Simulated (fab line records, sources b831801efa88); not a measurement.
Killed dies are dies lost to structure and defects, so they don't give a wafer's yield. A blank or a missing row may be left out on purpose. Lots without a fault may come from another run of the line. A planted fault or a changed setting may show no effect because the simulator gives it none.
Tool commonality check | flow sky130 | 11 lots, 39 wafers sampled

WHY IT WAS OPENED
At SKY_CAP2M_RS_MEAS_03 the reading CAP2M_TIN_RS is flagged on 2 of 11 lots. Wafers without a fault read 6.88 ohm/sq, standard deviation 0.076.
Rule: a lot is flagged when every wafer of it that has a number lies more than 4 standard deviations from that mean, or none has a number. The other lots count as sound.

lot  | measured     | on            | CAP2M_TIN_RS (ohm/sq), wafer by wafer | flag
L695 | day 39 19:26 | film_metro-01 | 6.92 6.98 6.96                        |
L697 | day 41 00:16 | film_metro-03 | 6.89 6.93 6.89                        |
L698 | day 41 15:44 | film_metro-01 | 6.90 6.79 6.85                        |
L701 | day 42 04:41 | film_metro-03 | 6.96 6.93 6.87                        |
L702 | day 42 16:10 | film_metro-03 | 6.90 6.75 6.78                        |
L703 | day 42 23:01 | film_metro-03 | 6.95 6.84 6.83                        |
L704 | day 42 23:28 | film_metro-04 | 6.95 6.97 6.87                        |
L710 | day 44 08:00 | film_metro-01 | 6.73 6.81 6.69                        |
L712 | day 44 21:04 | film_metro-04 | 12.82 12.92 12.43 12.83 12.93 12.42   | FLAGGED
L714 | day 45 12:08 | film_metro-04 | 12.77 13.34 12.95 12.77 13.32 12.97   | FLAGGED
L715 | day 45 19:39 | film_metro-04 | 6.86 6.94 6.95                        |
The numbers of the flagged lots are 12.87 ohm/sq on average: +5.99 ohm/sq against the usual, or +79 standard deviations.

WHICH TOOL RAN EACH LOT
The record holds 3 process steps before the reading, out of a route of 708 steps. In each cell: the tool, then ch and the chambers that the sampled wafers went through, then the start.
lot  | flag    | SKY_METAL3_STRIP_19                  | SKY_CAP2M_CVD_00                | SKY_CAP2M_SPUTTER_02
L695 |         | plasma_asher-01 ch 0,1, day 38 14:52 | pecvd-04 ch 0,1,2, day 39 19:13 | pvd_sputter-02, day 39 19:17
L697 |         | plasma_asher-03 ch 0,1, day 39 21:23 | pecvd-01 ch 0,1,2, day 41 00:04 | pvd_sputter-02, day 41 00:09
L698 |         | plasma_asher-03 ch 0,1, day 40 12:47 | pecvd-03 ch 0,1,2, day 41 15:33 | pvd_sputter-02, day 41 15:38
L701 |         | plasma_asher-04 ch 0,1, day 41 01:41 | pecvd-01 ch 1,2, day 42 04:28   | pvd_sputter-01, day 42 04:33
L702 |         | plasma_asher-03 ch 0,1, day 41 13:19 | pecvd-03 ch 0,2, day 42 15:58   | pvd_sputter-01, day 42 16:03
L703 |         | plasma_asher-04 ch 1, day 41 20:29   | pecvd-01 ch 0,1,2, day 42 22:49 | pvd_sputter-04, day 42 22:54
L704 |         | plasma_asher-04 ch 0,1, day 41 20:50 | pecvd-04 ch 1,2, day 42 23:16   | pvd_sputter-02, day 42 23:20
L710 |         | plasma_asher-03 ch 0,1, day 43 05:55 | pecvd-04 ch 1,2, day 44 07:49   | pvd_sputter-01, day 44 07:53
L712 | FLAGGED | plasma_asher-04 ch 0,1, day 43 20:16 | pecvd-04 ch 1,2, day 44 20:52   | pvd_sputter-01, day 44 20:58
L714 | FLAGGED | plasma_asher-04 ch 0,1, day 44 11:56 | pecvd-03 ch 0,1, day 45 11:55   | pvd_sputter-01, day 45 12:01
L715 |         | plasma_asher-01 ch 0,1, day 44 18:59 | pecvd-03 ch 0,2, day 45 19:26   | pvd_sputter-02, day 45 19:32
What these steps do:
- SKY_METAL3_STRIP_19: strips in O2/N2.
- SKY_CAP2M_CVD_00: deposits SiO2, target thk 15.5 nm.
- SKY_CAP2M_SPUTTER_02: material TiN, target thk 200 nm, time 166.7 s.
- SKY_CAP2M_RS_MEAS_03: measures by four-point-probe.

FLAGGED OVER TOTAL, TOOL BY TOOL (the gauges that took the reading come last)
step                 | tool            | lots run | flagged | share of the flagged lots | sound lots run after its first flagged lot
SKY_METAL3_STRIP_19  | plasma_asher-01 | 2        | 0       | none                      | -
SKY_METAL3_STRIP_19  | plasma_asher-03 | 4        | 0       | none                      | -
SKY_METAL3_STRIP_19  | plasma_asher-04 | 5        | 2       | all                       | 0
SKY_CAP2M_CVD_00     | pecvd-01        | 3        | 0       | none                      | -
SKY_CAP2M_CVD_00     | pecvd-03        | 4        | 1       | some                      | 1 (L715)
SKY_CAP2M_CVD_00     | pecvd-04        | 4        | 1       | some                      | 0
SKY_CAP2M_SPUTTER_02 | pvd_sputter-01  | 5        | 2       | all                       | 0
SKY_CAP2M_SPUTTER_02 | pvd_sputter-02  | 5        | 0       | none                      | -
SKY_CAP2M_SPUTTER_02 | pvd_sputter-04  | 1        | 0       | none                      | -
SKY_CAP2M_RS_MEAS_03 | film_metro-01   | 3        | 0       | none                      | -
SKY_CAP2M_RS_MEAS_03 | film_metro-03   | 4        | 0       | none                      | -
SKY_CAP2M_RS_MEAS_03 | film_metro-04   | 4        | 2       | all                       | 1 (L715)

WHAT THE TABLE ALLOWS
3 rows of the table ran every flagged lot: plasma_asher-04 at SKY_METAL3_STRIP_19, pvd_sputter-01 at SKY_CAP2M_SPUTTER_02, film_metro-04 at SKY_CAP2M_RS_MEAS_03.
- plasma_asher-04 at SKY_METAL3_STRIP_19: 2 of its 5 lots flagged. Its last sound lot is L704 (day 41 20:50), its first flagged lot L712 (day 43 20:16): a fault that began between those two fits.
- pvd_sputter-01 at SKY_CAP2M_SPUTTER_02: 2 of its 5 lots flagged. Its last sound lot is L710 (day 44 07:53), its first flagged lot L712 (day 44 20:58): a fault that began between those two fits. Its own readings lie more than 4 standard deviations out on every wafer of the flagged lots: cathode_dc_power_W.
- film_metro-04 at SKY_CAP2M_RS_MEAS_03: 2 of its 4 lots flagged. Sound lots ran on it after the first flagged one (L715), which a lasting fault on the whole tool wouldn't allow.
Counting lots can't tell these 2 tools apart, because each fits a fault that began at some hour. More lots, or a look at what each step does to the wafer, might.

WHAT THE SIMULATOR HAD PUT IN
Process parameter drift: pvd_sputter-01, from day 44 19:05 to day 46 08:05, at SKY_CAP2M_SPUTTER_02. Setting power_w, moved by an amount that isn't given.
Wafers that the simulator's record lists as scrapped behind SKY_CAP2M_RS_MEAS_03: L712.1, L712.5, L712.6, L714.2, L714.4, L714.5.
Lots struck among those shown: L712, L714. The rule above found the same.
